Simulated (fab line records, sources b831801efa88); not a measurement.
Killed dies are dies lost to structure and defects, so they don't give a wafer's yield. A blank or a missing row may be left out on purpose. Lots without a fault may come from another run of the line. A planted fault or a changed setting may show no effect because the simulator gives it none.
fab line records | flow sfq_line
record lots=16 wafers=48 last_day=82
route steps=325 shown M1@65
lots that met no fault: from a run of the same line without faults
start_h: hours from the record's first day to the start of the lot's first wafer shown | wait_h: hours since the lot's step before | " the same as in the row above | L1.1+2: a row that stands for several wafers | - no value, or no start given | * or withheld: withheld | < > ~ a bound
route shown NAME@n: a module of which the file shows steps, and the number in the route of the first | usual: mean/standard deviation of fault-free wafers | same: alike in all rows | chamber/n: place in a boat | sites: the reading at each site | _std_site: their standard deviation | _edge_site: outer sites' mean less inner sites' | radius_mm: how far each site lies from the wafer's centre | mask NAME#n: copy n | behind: the tool/chamber that last shaped the wafer | hold: why the lot was held/for how many hours/how that ended | device: the transistor (n, p or np) that didn't switch | end of line: the same wafers' tests at the end of the route | a step without rows: its recipe alone | killed: dies lost to structure and defects at the first sort, not the wafer's yield | map: a wafer's dies, x killed, . not, _ none there
set.NAME: the setting as run; set.NAME@STEP: as run at that earlier step | model.NAME: the simulator's own value behind a step, which no gauge read
steps of the route over a sample of lots; a table a step, a row a wafer
services: from which hour (start_h, from the record's first day; less than 0 if before it) a tool's chamber was out of use, for how many hours, and why
## steps
# step SFQ_TRILAYER_M1_LITHO_EXPOSE_040
# recipe mask_id=M1 na=0.6 source_shape=conventional sigma_outer=0.65 target_cd_nm=500 dose_mj=14.4
# usual exposure_dose_mJ_cm2=14.403/0.016
# columns lot.wafer tool chamber start_h wait_h mask exposure_dose_mJ_cm2
L531.2 krf_scanner-02 0 326.83 - M1#0 14.401
L531.5 " 0 " " M1#0 14.388
L531.6 " 0 " " M1#0 14.383
L532.2 krf_scanner-02 0 328.03 - M1#0 14.408
L532.5 " 0 " " M1#0 14.438
L532.6 " 0 " " M1#0 14.421
L534.1 krf_scanner-02 0 330.23 - M1#0 14.378
L534.2 " 0 " " M1#0 14.395
L534.3 " 0 " " M1#0 14.400
L535.1 krf_scanner-01 0 417.06 - M1#0 14.411
L535.4 " 0 " " M1#0 14.405
L535.6 " 0 " " M1#0 14.411
L537.1 krf_scanner-01 0 426.66 - M1#0 14.413
L537.3 " 0 " " M1#0 14.391
L537.6 " 0 " " M1#0 14.411
L538.1 krf_scanner-02 0 433.99 - M1#0 14.417
L538.5 " 0 " " M1#0 14.409
L538.6 " 0 " " M1#0 14.419
L539.1 krf_scanner-01 0 449.45 - M1#0 14.378
L539.4 " 0 " " M1#0 14.385
L539.6 " 0 " " M1#0 14.377
L540.4 krf_scanner-01 0 462.05 - M1#0 14.689
L540.5 " 0 " " M1#0 14.670
L540.6 " 0 " " M1#0 14.653
L541.1 krf_scanner-01 0 463.85 - M1#0 14.682
L541.3 " 0 " " M1#0 14.677
L541.5 " 0 " " M1#0 14.649
L542.2 krf_scanner-01 0 474.85 - M1#0 14.682
L542.3 " 0 " " M1#0 14.708
L542.6 " 0 " " M1#0 14.684
L545.1 krf_scanner-01 0 504.70 - M1#0 14.685
L545.2 " 0 " " M1#0 14.669
L545.3 " 0 " " M1#0 14.691
L548.2 krf_scanner-02 0 531.40 - M1#0 14.392
L548.3 " 0 " " M1#0 14.385
L548.5 " 0 " " M1#0 14.386
L549.4 krf_scanner-02 0 535.40 - M1#0 14.391
L549.5 " 0 " " M1#0 14.385
L549.6 " 0 " " M1#0 14.378
L550.1 krf_scanner-02 0 542.00 - M1#0 14.385
L550.3 " 0 " " M1#0 14.397
L550.6 " 0 " " M1#0 14.406
L551.2 krf_scanner-02 0 549.40 - M1#0 14.406
L551.3 " 0 " " M1#0 14.392
L551.5 " 0 " " M1#0 14.379
L552.3 krf_scanner-02 0 550.80 - M1#0 14.406
L552.4 " 0 " " M1#0 14.384
L552.5 " 0 " " M1#0 14.382
## services
# columns tool chamber start_h hours kind
krf_scanner-01 - 307.19 1.0 pm
krf_scanner-02 - 318.25 0.7 repair
krf_scanner-02 - 331.43 1.0 pm
krf_scanner-02 - 338.89 1.9 repair
krf_scanner-01 - 341.91 0.8 pm
krf_scanner-02 - 353.25 0.2 repair
krf_scanner-02 - 374.92 1.3 pm
krf_scanner-02 - 397.35 0.1 repair
krf_scanner-01 - 430.26 1.3 pm
krf_scanner-02 - 443.59 0.8 pm
krf_scanner-01 - 475.85 1.0 pm
krf_scanner-02 - 500.98 1.0 pm
krf_scanner-02 - 504.38 4.0 pm
krf_scanner-01 - 536.76 1.5 repair
krf_scanner-01 - 546.57 0.2 repair
## key
first_sign step=SFQ_TRILAYER_M1_LITHO_EXPOSE_040 reading=exposure_dose_mJ_cm2 direction=up sigmas=17 usual=14.403 struck=14.678
effect none on later readings
met_at SFQ_TRILAYER_M1_LITHO_EXPOSE_040
struck_lots L540,L541,L542,L545
onset_between 449.45 462.05
fault kind=process_parameter_drift tool=krf_scanner-01 chamber=- onset_h=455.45 steps=SFQ_TRILAYER_M1_LITHO_EXPOSE_040 channel=dose_mj offset=0.26725 shape=step acts_in=these_recipes_only stated=14.4
